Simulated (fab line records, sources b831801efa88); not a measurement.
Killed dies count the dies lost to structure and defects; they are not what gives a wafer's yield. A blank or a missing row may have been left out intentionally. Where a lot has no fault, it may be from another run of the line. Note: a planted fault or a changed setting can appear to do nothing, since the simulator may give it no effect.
Which tool did it? ; flow sky130 ; 7 lots with 21 wafers sampled at 2 steps, on a route of 708 steps

## WHAT THE GAUGES READ, wafer by wafer
SKY_LDD_HVP_OVL_MEAS_07.
lot;measured;on;LDD_HVP_OVL (nm)
L844;day 22 08:05;overlay-02;3.8 2.5 1.9
L848;day 23 21:02;overlay-02;0.5 1.6 1.9
L850;day 24 13:59;overlay-02;-0.1 -2.3 -3.5
L852;day 25 09:24;overlay-02;0.8 0.8 1.6
L857;day 26 23:41;overlay-01;43.1 40.6 41.2 43.0 41.0 41.4
L864;day 29 02:11;overlay-02;-0.5 -0.3 -0.4
L866;day 29 18:25;overlay-02;1.9 2.0 0.4

## EACH LOT AND THE TOOL THAT RAN IT (in order: tool; ch and the chambers of the sampled wafers; start)
lot;SKY_LDD_HVP_EXPOSE_04
L844;iline_stepper-02 ch 0, day 21 17:02
L848;iline_stepper-02 ch 0, day 23 06:09
L850;iline_stepper-01 ch 0, day 23 23:13
L852;iline_stepper-02 ch 0, day 24 18:25
L857;iline_stepper-01 ch 0, day 26 08:22
L864;iline_stepper-02 ch 0, day 28 11:54
L866;iline_stepper-02 ch 0, day 29 04:40
- SKY_LDD_HVP_EXPOSE_04: exposes mask HVPTM, target cd 700 nm.

## THE ANSWER, worked out from the rows above alone
Rule: what is usual is taken from the lots themselves. The widest of any qualifying gaps counts: lots, ordered by their means at a reading, are off when they make up no more than a third of the lots, leave a main group of 4 or more, and stand apart from it by 3 or more times the standard deviation of that group's means. If all means in a main group match to the digits the tables above print for the reading, that group is not used. Also off: a lot with no number at a reading for which 4 or more lots have one. Any other lot the step has rows for is counted as sound.
Off: L857, seen at SKY_LDD_HVP_OVL_MEAS_07 (LDD_HVP_OVL). For the main group the mean is 0.7 nm and the standard deviation 1.5.
If a tool, at a process step before that reading, ran all the lots that are off and no sound lot after the first of them, it fits. Gauges at SKY_LDD_HVP_OVL_MEAS_07: tried the same way as those tools. 2 tools fit, iline_stepper-01 at SKY_LDD_HVP_EXPOSE_04 and overlay-01 at SKY_LDD_HVP_OVL_MEAS_07, so this cannot tell which one it is.

## WHAT THE SIMULATOR PUT IN
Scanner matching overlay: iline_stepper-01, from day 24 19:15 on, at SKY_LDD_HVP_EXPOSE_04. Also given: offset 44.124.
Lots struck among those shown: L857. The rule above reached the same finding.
